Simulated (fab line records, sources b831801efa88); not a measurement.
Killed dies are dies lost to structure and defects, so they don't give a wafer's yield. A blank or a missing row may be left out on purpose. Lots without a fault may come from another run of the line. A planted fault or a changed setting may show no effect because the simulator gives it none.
Chamber matching | flow gf180mcu | GF_PASSIVATION_CVD_00 on pecvd-01: 3 sister chambers
The step deposits SiO2 from TEOS, target thk 1000 nm, time 111.95 s. 24 wafers are shown with their chamber, then 12 later ones without.

WAFERS WITH THEIR CHAMBER
wafer  | chamber | heater_power_w (W) | susceptor_temp_C (C)
L074.1 | 0       | 610                | 399.88
L074.3 | 2       | 957                | 400.15
L074.5 | 2       | 784                | 400.17
L075.1 | 0       | 707                | 400.07
L075.2 | 1       | 617                | 399.81
L075.3 | 2       | 949                | 399.74
L079.2 | 1       | 622                | 399.77
L079.3 | 0       | 702                | 399.85
L079.5 | 0       | 547                | 400.24
L080.1 | 2       | 874                | 399.82
L080.3 | 0       | 712                | 399.98
L080.5 | 2       | 946                | 400.41
L082.1 | 1       | 664                | 399.97
L082.4 | 1       | 688                | 399.96
L082.5 | 2       | 988                | 399.66
L087.2 | 0       | 595                | 399.98
L087.3 | 1       | 632                | 399.94
L087.4 | 0       | 662                | 400.14
L088.1 | 0       | 677                | 400.07
L088.4 | 1       | 683                | 400.42
L088.5 | 2       | 934                | 399.89
L090.2 | 0       | 689                | 400.06
L090.4 | 0       | 555                | 400.01
L090.6 | 1       | 655                | 399.90

SIGNATURES (means of the wafers above)
reading          | chamber 0 | chamber 1 | chamber 2 | scatter within a chamber
heater_power_w   | 645.60    | 651.57    | 918.86    | 57.5
susceptor_temp_C | 400.0280  | 399.9671  | 399.9771  | 0.2
Rule: a wafer's distance from a chamber is the root of the sum, over the readings, of the square of ((its reading less the chamber's mean) divided by the reading's scatter). The wafer belongs to the nearest chamber; if the next one is less than 2 further off, it can't be placed. The scatter: the root of (the sum of the squares of (reading less its chamber's mean) over the shown wafers, divided by (wafers less chambers)).

WAFERS WITHOUT THEIR CHAMBER
wafer  | heater_power_w (W) | susceptor_temp_C (C)
L092.3 | 965                | 399.97
L092.4 | 555                | 399.85
L092.5 | 789                | 399.88
L093.2 | 616                | 399.97
L093.4 | 628                | 400.07
L093.6 | 646                | 399.97
L096.2 | 854                | 399.67
L096.3 | 666                | 400.08
L096.5 | 663                | 400.16
L095.1 | 662                | 399.88
L095.5 | 694                | 399.74
L095.6 | 780                | 399.71

WHICH CHAMBER EACH WENT THROUGH
wafer  | from the rows above          | in truth
L092.3 | 2                            | 2
L092.4 | can't be placed: 1 or 0      | 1
L092.5 | can't be placed: 2 or 1 or 0 | 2
L093.2 | can't be placed: 0 or 1      | 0
L093.4 | can't be placed: 0 or 1      | 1
L093.6 | can't be placed: 1 or 0      | 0
L096.2 | can't be placed: 2 or 1      | 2
L096.3 | can't be placed: 0 or 1      | 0
L096.5 | can't be placed: 0 or 1      | 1
L095.1 | can't be placed: 1 or 0      | 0
L095.5 | can't be placed: 1 or 0      | 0
L095.6 | can't be placed: 1 or 2 or 0 | 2
Placed correctly: 1 of 12. Can't be placed from these rows: 11 (the true chamber is among the candidates in 11). Placed wrongly: 0.
